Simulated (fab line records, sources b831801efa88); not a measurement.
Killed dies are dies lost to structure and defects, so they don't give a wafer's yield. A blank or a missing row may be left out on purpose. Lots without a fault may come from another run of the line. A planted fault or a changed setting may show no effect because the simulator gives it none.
A struck lot beside a sound one | flow sky130 | 14 steps out of a route of 708
Sound: wafers L723.1, L723.3, L723.4. Struck: wafers L714.2, L714.3, L714.4. The cause comes at the end.
At each step with rows: each side's tool, then ch and its chambers, then its first start. Under that, the readings that differ: sound wafers | struck wafers | difference of the means | sigmas: that difference in standard deviations of wafers without a fault.
alike: readings whose means differ by less than 2 such deviations, and words and numbers that are the same on both sides. not compared: withheld readings, readings that some wafer has no value for, bounds like >300 that may hide the same value, and numbers for which the record gives no deviation and whose values overlap.
The two part at a step that has a row with sigmas, a row that says differs or no value, or rows on one side only. Numbers that don't overlap but have no deviation are shown without sigmas and don't part them. A reading that every wafer of one side lacks parts them only if that side has two wafers or more.

SKY_METAL4_SPUTTER_04: material TiN, target thk 70 nm, time 58.3 s.
  sound on pvd_sputter-02, day 44 02:29; struck on pvd_sputter-04, day 42 11:26
  alike: throttle_valve_pct
SKY_CAP2M_CVD_00: deposits SiO2, target thk 15.5 nm.
  sound on pecvd-01 ch 1,2, day 44 02:32; struck on pecvd-04 ch 1,2, day 42 11:29
  alike: heater_power_w, rf_fwd_power_W
SKY_CAP2M_THK_MEAS_01:
  sound on film_metro-03, day 44 02:34; struck on film_metro-01, day 42 11:31
  alike: CAP2M_CVD_00_THK
SKY_CAP2M_SPUTTER_02: material TiN, target thk 200 nm, time 166.7 s.
  sound on pvd_sputter-03, day 44 02:37; struck on pvd_sputter-02, day 42 11:34
  alike: substrate_temp_c, throttle_valve_pct
SKY_CAP2M_RS_MEAS_03: measures by four-point-probe.
  sound on film_metro-01, day 44 02:44; struck on film_metro-03, day 42 11:45
  reading               | sound          | struck         | difference | sigmas
  CAP2M_TIN_RS (ohm/sq) | 6.99 6.93 6.94 | 6.79 6.74 6.76 | -0.19      | -2
SKY_CAP2M_THK_MEAS_04: measures by xrf.
  sound on film_metro-01, day 44 02:51; struck on film_metro-03, day 42 11:52
  alike: CAP2M_TIN_THK
then, 6 steps without rows for these wafers: SKY_CAP2M_DEHYDRATE_05 (time 60 s); SKY_CAP2M_HMDS_06 (prime time 60 s); SKY_CAP2M_COAT_07 (resist thk 1140 nm); SKY_CAP2M_SOFTBAKE_08 (time 60 s); SKY_CAP2M_EXPOSE_09 (exposes mask CAP2M, target cd 1000 nm); SKY_CAP2M_PEB_10.
SKY_CAP2M_DEVELOP_11: develop time 60 s.
  sound on litho_track-01 ch 0, day 45 00:13; struck on litho_track-02, day 43 10:53
  no value came back on the struck wafers for chill_plate_temp_C (C), develop_time_s (s); on the sound wafers chill_plate_temp_C (C) reads 22.98 23.03 23.04
SKY_CAP2M_OVL_MEAS_12:
  sound on overlay-02, day 45 00:22; struck on overlay-01, day 43 11:01
  reading        | sound        | struck | difference                    | sigmas
  CAP2M_OVL (nm) | 1.3 -0.9 0.1 | - - -  | no value on the struck wafers |

WHERE THEY PART
First at SKY_CAP2M_RS_MEAS_03; last, within this record, at SKY_CAP2M_OVL_MEAS_12.

WHY: what the simulator had put in
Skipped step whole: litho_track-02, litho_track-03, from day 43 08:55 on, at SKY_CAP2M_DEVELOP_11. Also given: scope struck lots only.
